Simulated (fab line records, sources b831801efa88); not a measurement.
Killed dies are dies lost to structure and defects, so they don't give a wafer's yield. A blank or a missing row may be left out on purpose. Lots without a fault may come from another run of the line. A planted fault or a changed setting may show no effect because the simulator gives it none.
Which tool did it? | flow gf180mcu | 10 lots, 30 wafers sampled, at 6 steps of a route of 602

WHAT THE GAUGES READ, wafer by wafer
GF_M2_OVL_MEAS_15. Usual: M2_OVL 0 nm, standard deviation 6.3.
lot  | measured     | on         | M2_OVL (nm) | flag
L241 | day 20 05:57 | overlay-01 | -1 -10 -1   |
L242 | day 21 04:55 | overlay-01 | -7 -8 -8    |
L243 | day 21 06:24 | overlay-01 | 3 7 11      |
L244 | day 21 20:28 | overlay-02 | 8 0 2       |
L247 | day 23 16:28 | overlay-02 | 0 5 -5      |
L249 | day 24 00:01 | overlay-02 | 0 0 2       |
L258 | day 26 08:49 | overlay-02 | 8 6 4       |
L259 | day 26 16:19 | overlay-02 | -4 -11 -7   |
L260 | day 27 01:31 | overlay-02 | -3 3 0      |
L261 | day 27 04:31 | overlay-02 | -9 -4 -1    |

GF_V2_THK_MEAS_03. Usual: V2_CVD_02_THK 848 nm, standard deviation 11.
lot  | measured     | on            | V2_CVD_02_THK (nm) | flag
L241 | day 20 06:51 | film_metro-03 | 846 842 858        |
L242 | day 21 05:49 | film_metro-02 | 837 848 871        |
L243 | day 21 07:20 | film_metro-03 | 835 828 837        |
L244 | day 21 21:25 | film_metro-02 | 839 864 857        |
L247 | day 23 17:22 | film_metro-04 | 851 847 862        |
L249 | day 24 01:04 | film_metro-02 | 854 857 872        |
L258 | day 26 09:44 | film_metro-02 | 849 845 855        |
L259 | day 26 17:19 | film_metro-02 | 837 828 853        |
L260 | day 27 02:31 | film_metro-02 | 853 864 871        |
L261 | day 27 05:26 | film_metro-02 | 838 856 841        |

GF_V2_RS_MEAS_24: measures by four-point-probe. Usual: V2_W_RS 0.325 ohm/sq, standard deviation 0.0031.
lot  | measured     | on            | V2_W_RS (ohm/sq)                    | flag
L241 | day 21 08:22 | film_metro-02 | 0.323 0.323 0.321                   |
L242 | day 22 07:28 | film_metro-03 | 0.321 0.325 0.321                   |
L243 | day 22 08:23 | film_metro-03 | 0.327 0.323 0.318                   |
L244 | day 22 22:12 | film_metro-03 | 0.328 0.325 0.326                   |
L247 | day 24 17:34 | film_metro-02 | 0.324 0.326 0.325                   |
L249 | day 25 01:02 | film_metro-02 | 0.325 0.325 0.325                   |
L258 | day 27 07:05 | film_metro-03 | 0.330 0.329 0.433 0.331 0.329 0.433 | OFF
L259 | day 27 14:06 | film_metro-04 | 0.433 0.326 0.327 0.432 0.326 0.327 | OFF
L260 | day 27 23:40 | film_metro-02 | 0.329 0.325 0.323                   |
L261 | day 28 02:43 | film_metro-04 | 0.329 0.323 0.326                   |

GF_V2_THK_MEAS_25: measures by xrf. Usual: V2_W_THK 346 nm, standard deviation 4.9.
lot  | measured     | on            | V2_W_THK (nm)           | flag
L241 | day 21 08:29 | film_metro-02 | 346 346 346             |
L242 | day 22 07:35 | film_metro-03 | 348 344 349             |
L243 | day 22 08:30 | film_metro-03 | 342 347 350             |
L244 | day 22 22:18 | film_metro-03 | 342 345 343             |
L247 | day 24 17:41 | film_metro-02 | 342 340 341             |
L249 | day 25 01:07 | film_metro-02 | 344 341 343             |
L258 | day 27 13:44 | film_metro-03 | 334 339 257 337 337 258 | OFF
L259 | day 27 19:44 | film_metro-04 | 263 346 344 263 347 345 | OFF
L260 | day 27 23:46 | film_metro-02 | 336 343 344             |
L261 | day 28 02:49 | film_metro-04 | 346 352 349             |

WHICH TOOL RAN EACH LOT (tool, then ch and the chambers of the sampled wafers, then the start)
lot  | GF_M2_METAL_ETCH_16               | GF_V2_CVD_23
L241 | rie_metal-02 ch 0,1, day 20 05:59 | cvd_w-02 ch 0,1, day 21 08:15
L242 | rie_metal-03 ch 0, day 21 04:57   | cvd_w-01 ch 0,1, day 22 07:20
L243 | rie_metal-01 ch 0,1, day 21 06:26 | cvd_w-02 ch 0,1, day 22 08:16
L244 | rie_metal-02 ch 0,1, day 21 20:32 | cvd_w-02 ch 0,1, day 22 22:05
L247 | rie_metal-01 ch 0,1, day 23 16:29 | cvd_w-01 ch 0,1, day 24 17:26
L249 | rie_metal-02 ch 0, day 24 00:10   | cvd_w-02 ch 0,1, day 25 00:54
L258 | rie_metal-01 ch 0, day 26 08:52   | cvd_w-01 ch 0,1, day 27 06:59
L259 | rie_metal-03 ch 0,1, day 26 16:20 | cvd_w-01 ch 0,1, day 27 13:58
L260 | rie_metal-03 ch 0,1, day 27 01:34 | cvd_w-02 ch 0,1, day 27 23:34
L261 | rie_metal-03 ch 0,1, day 27 04:35 | cvd_w-02 ch 0,1, day 28 02:37
- GF_M2_METAL_ETCH_16: etches the open film in Cl2/BCl3, stops on SiO2, target depth 750.8 nm, time 125.1 s.
- GF_V2_CVD_23: deposits W, target thk 350 nm, time 104.94 s.

WHAT THE TOOLS THEMSELVES READ (means of the sampled wafers that have a number; where no wafer has one, the mark that the record gives instead)
GF_M2_METAL_ETCH_16. Usual: bias_w 140.0 W, standard deviation 0.44; drypump_motor_current_A 5.87 A, standard deviation 0.17; oes_product_au 0.988 a.u., standard deviation 0.0066; throttle_valve_pct 28.232 %, standard deviation 0.011.
lot  | tool         | bias_w (W) | drypump_motor_current_A (A) | oes_product_au (a.u.) | throttle_valve_pct (%) | flag
L241 | rie_metal-02 | 139.6      | 5.93                        | 0.985                 | 28.242                 |
L242 | rie_metal-03 | 140.1      | 5.93                        | 0.989                 | 28.233                 |
L243 | rie_metal-01 | 139.9      | 6.03                        | 0.980                 | 28.242                 |
L244 | rie_metal-02 | 140.0      | 5.91                        | 0.991                 | 28.228                 |
L247 | rie_metal-01 | 140.6      | 5.88                        | 0.975                 | 28.237                 |
L249 | rie_metal-02 | 139.8      | 5.89                        | 0.984                 | 28.229                 |
L258 | rie_metal-01 | 140.1      | 6.18                        | 0.994                 | 28.223                 |
L259 | rie_metal-03 | 139.8      | 5.80                        | 0.985                 | 28.236                 |
L260 | rie_metal-03 | 139.8      | 5.72                        | 0.996                 | 28.226                 |
L261 | rie_metal-03 | 139.8      | 5.72                        | 0.991                 | 28.232                 |

GF_V2_CVD_23. Usual: heater_power_w 843 W, standard deviation 62.
lot  | tool     | heater_power_w (W) | flag
L241 | cvd_w-02 | 849                |
L242 | cvd_w-01 | 802                |
L243 | cvd_w-02 | 842                |
L244 | cvd_w-02 | 842                |
L247 | cvd_w-01 | 811                |
L249 | cvd_w-02 | 842                |
L258 | cvd_w-01 | 868                |
L259 | cvd_w-01 | 813                |
L260 | cvd_w-02 | 851                |
L261 | cvd_w-02 | 853                |

THE ANSWER, worked out from the rows above alone
Rule: a lot is off if the mean of its wafers that have a number lies more than 3 standard deviations from the usual mean. A lot without any number at a reading at which 4 lots or more have one is off too. The other lots that the step has rows for count as sound. The gauges are gone through in route order, then the tools' own readings, and for those a lot's mean is taken as printed above. The first step at which some lot is off is used, and at that step the reading that is off furthest; a lot without a number counts as furthest.
Off: L258, L259, at GF_V2_RS_MEAS_24 (V2_W_RS).
A tool fits if, at a process step before that reading, it ran every lot that is off, and no sound lot after the first of them. The gauges at GF_V2_RS_MEAS_24 are tried like those tools. One fits: cvd_w-01 at GF_V2_CVD_23. Its last sound lot is L247 (day 24 17:26), its first lot that is off L258 (day 27 06:59): a fault that began between those two fits.

WHAT THE SIMULATOR HAD PUT IN
Process parameter drift: cvd_w-01, from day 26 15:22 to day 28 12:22, at GF_V2_CVD_23. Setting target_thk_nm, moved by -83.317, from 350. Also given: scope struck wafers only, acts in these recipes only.
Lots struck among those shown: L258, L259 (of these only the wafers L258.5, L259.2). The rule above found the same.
